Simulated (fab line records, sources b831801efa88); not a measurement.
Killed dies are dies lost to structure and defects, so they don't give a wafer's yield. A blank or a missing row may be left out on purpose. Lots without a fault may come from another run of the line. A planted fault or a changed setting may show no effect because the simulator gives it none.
Which tool did it? | flow sky130 | 11 lots, 32 wafers sampled, at 1 step of a route of 708

WHAT THE GAUGES READ, wafer by wafer
SKY_CAPM_THK_MEAS_04: measures by xrf.
lot  | measured     | on            | CAPM_TIN_THK (nm)
L736 | day 36 05:00 | film_metro-03 | 195.9 195.3 194.9
L737 | day 36 18:10 | film_metro-03 | 200.0 200.3 199.7
L738 | day 37 05:34 | film_metro-02 | 199.7 197.9 197.5
L739 | day 37 13:26 | film_metro-03 | 200.3 198.7 198.1
L741 | day 37 18:49 | film_metro-04 | 202.9 203.5 202.1
L743 | day 38 11:22 | film_metro-03 | 198.2 200.6
L750 | day 40 12:43 | film_metro-02 | 198.7 199.1 200.4
L754 | day 41 15:22 | film_metro-04 | 200.1 196.5 199.5
L757 | day 42 08:23 | film_metro-03 | 198.6 198.5 196.8
L758 | day 42 10:56 | film_metro-03 | 198.1 199.3 198.8
L759 | day 42 21:11 | film_metro-02 | 197.9 198.6 197.8

WHICH TOOL RAN EACH LOT (tool, then ch and the chambers of the sampled wafers, then the start)
The record holds no process step before these readings.

THE ANSWER, worked out from the rows above alone
Rule: what is usual is taken from the lots themselves. Put in order of their means at a reading, lots are off if they are a third of the lots or fewer, leave a main group of 4 or more, and stand apart from it by a gap of 3 or more times the standard deviation of the main group's means; of several such gaps the widest counts. A main group whose means are all the same, to the digits that the tables above print for the reading, isn't used. A lot without any number at a reading at which 4 lots or more have one is off too. The other lots that the step has rows for count as sound.
No lot is off at any reading shown: from this, nothing can be told.

WHAT THE SIMULATOR HAD PUT IN
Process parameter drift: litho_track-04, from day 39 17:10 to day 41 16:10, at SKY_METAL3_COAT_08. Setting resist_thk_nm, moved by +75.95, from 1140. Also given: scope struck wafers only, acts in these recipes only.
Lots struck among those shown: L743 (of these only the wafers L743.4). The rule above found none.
